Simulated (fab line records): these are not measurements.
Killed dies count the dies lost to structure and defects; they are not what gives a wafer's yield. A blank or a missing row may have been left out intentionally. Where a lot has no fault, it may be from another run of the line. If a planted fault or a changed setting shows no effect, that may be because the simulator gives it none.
A single fault, viewed from 2 desks    flow gf180mcu    what lay behind the numbers comes last; until then each desk has only its own

## THE METROLOGY DESK
Lot by lot, what the gauges showed, no matter which tool ran the lot: averages of those sampled wafers that carry a number. The brackets show how far a lot's mean lies from the usual mean; more than 4 standard deviations puts the lot out of limits, marked OUT.
Columns: A = VT_IMPLANT_4_TW at GF_VT_IMPLANT_TW_MEAS_43, usual 687; B = cd nm at GF_POLY_GATE_CD_MEAS_18, usual 279.5 nm; C = cd nm at GF_HV_LDD_CD_MEAS_07, usual 399.9 nm
lot   first seen here  A    B      C
L462  day 7 12:49      692  279.8  399.1
L463  day 7 23:04      695  278.9  402.5
L471  day 9 14:51      690  280.1  398.5
L472  day 9 18:16      683  280.3  397.8
L473  day 10 00:05     692  280.4  399.7
L474  day 10 07:57     683  276.9  397.0
L476  day 10 19:25     681  277.6  399.0
L477  day 11 05:36     695  277.4  400.0
L479  day 11 16:25     693  278.9  400.9
L481  day 12 03:51     686  277.6  403.5
L482  day 12 11:40     690  279.3  403.5
L483  day 12 21:04     685  280.3  403.7
L484  day 13 00:19     685  278.8  398.2
L485  day 13 08:01     686  280.7  399.8
This desk's verdict: no lot among the 14 shows anything out of limits.

## THE TOOL OWNER'S DESK: rie si-02
The tool's own readings at GF_POLY_GATE_ETCH_13 (etches poly-Si in HBr/Cl2, stops on SiO2, target depth 198.5 nm, time 69.6 s): means of the sampled wafers that have a number, for each lot that ran on this tool. The brackets show how far a lot's mean lies from the usual mean; more than 4 standard deviations puts the lot out of limits, marked OUT.
Columns: A = chamber pressure mTorr at GF_POLY_GATE_ETCH_13, usual 10.000 mTorr; B = drypump motor current A at GF_POLY_GATE_ETCH_13, usual 6.00 A; C = oes product au at GF_POLY_GATE_ETCH_13, usual 0.989 a.u.; D = run length s at GF_POLY_GATE_ETCH_13, usual 98.0 s; E = throttle valve pct at GF_POLY_GATE_ETCH_13, usual 33.684 %
lot   first seen here  A       B     C                 D                E
L462  day 8 23:41      9.999   6.00  0.985             98.1             33.675
L471  day 11 11:07     10.003  6.24  0.948 (-5.3) OUT  103.2 (+15) OUT  33.685
L472  day 11 13:13     10.004  6.28  0.977             99.7 (+4.9) OUT  33.686
L473  day 11 20:29     10.001  6.03  0.982             99.5 (+4.3) OUT  33.684
L483  day 15 07:10     10.003  5.88  0.993             97.7             33.680
This desk's verdict: out of limits on L471, L472, L473, starting with L471 at day 11 11:07 (oes product au at GF_POLY_GATE_ETCH_13). In limits: L462, L483.

## TAKEN TOGETHER
The tool owner's desk had the chance to raise an alarm at day 11 11:07 on L471, L472, L473.
From the metrology desk's view, nothing was out of limits.
The metrology desk has L471, L472, L473 on record, within its limits.
Of the lots named, all ran GF_POLY_GATE_ETCH_13 on rie si-02.

## WHAT THE SIMULATOR PUT IN
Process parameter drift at GF_POLY_GATE_ETCH_13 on rie si-02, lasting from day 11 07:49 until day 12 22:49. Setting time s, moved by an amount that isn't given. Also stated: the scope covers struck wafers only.
Struck lots among those shown: L471, L472, L473.
How many hours passed from the start of the fault until each desk's first out-of-limits reading: the tool owner's desk, 3.
